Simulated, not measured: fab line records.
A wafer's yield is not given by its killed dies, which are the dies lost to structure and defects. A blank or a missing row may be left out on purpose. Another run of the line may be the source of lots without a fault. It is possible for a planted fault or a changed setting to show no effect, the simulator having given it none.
2 desks, one fault + flow sky130 + each desk holds nothing but its own numbers, with what lay behind them at the end

## AT THE TOOL OWNER'S DESK: rieDiel-04
The tool's own readings at SKY_FIELD_ISO_ETCH_15 (etches the open film in CHF3/O2, stops on Si, target depth 180 nm, time 72 s): means of the sampled wafers that have a number, for each lot that ran on this tool. Marked OUT: a lot whose mean sits more than 4 standard deviations from the usual mean, which makes it out of limits; the brackets give that distance.
Columns: A = drypumpMotorCurrentA at SKY_FIELD_ISO_ETCH_15, usual 5.5 A; B = oesProductAu at SKY_FIELD_ISO_ETCH_15, usual 0.949 a.u.; C = throttleValvePct at SKY_FIELD_ISO_ETCH_15, usual 8.844 %
| lot  | first seen here | A   | B     | C     |
|------|-----------------|-----|-------|-------|
| L321 | day 3 02:38     | 6.1 | 0.947 | 8.842 |
| L326 | day 4 04:56     | 6.1 | 0.927 | 8.838 |
This desk's finding: nothing out of limits on any of the 2 lots.

## METROLOGY DESK
What the gauges read for every lot (on any tool): the sampled wafers with a number, averaged. Marked OUT: a lot whose mean sits more than 4 standard deviations from the usual mean, which makes it out of limits; the brackets give that distance.
Columns: A = VT_ADJUST_HVTR_TW at SKY_VT_ADJUST_HVTR_TW_MEAS_11, usual 210.9; B = SD_N_TW at SKY_SD_N_TW_MEAS_12, usual 3998
| lot  | first seen here | A     | B    |
|------|-----------------|-------|------|
| L317 | day 9 14:53     | 210.9 | 4015 |
| L318 | day 9 15:35     | 210.3 | 3986 |
| L319 | day 9 22:51     | 209.9 | 4031 |
| L320 | day 10 12:20    | 210.7 | 3997 |
| L321 | day 10 19:35    | 210.3 | 4001 |
| L322 | day 11 01:11    | 210.7 | 4019 |
| L323 | day 11 08:42    | 210.7 | 4000 |
| L324 | day 11 16:53    | 210.3 | 4007 |
| L326 | day 12 05:01    | 211.4 | 4034 |
| L333 | day 14 06:35    | 211.1 | 4020 |
| L334 | day 14 14:45    | 210.2 | 3988 |
| L339 | day 16 03:59    | 209.7 | 3965 |
| L340 | day 16 12:02    | 209.0 | 3930 |
This desk's finding: nothing out of limits on any of the 13 lots.

## PUT TOGETHER
The desk of the tool owner found nothing out of limits.
The metrology desk saw nothing out of limits.

## WHAT THE SIMULATOR HAD INSERTED
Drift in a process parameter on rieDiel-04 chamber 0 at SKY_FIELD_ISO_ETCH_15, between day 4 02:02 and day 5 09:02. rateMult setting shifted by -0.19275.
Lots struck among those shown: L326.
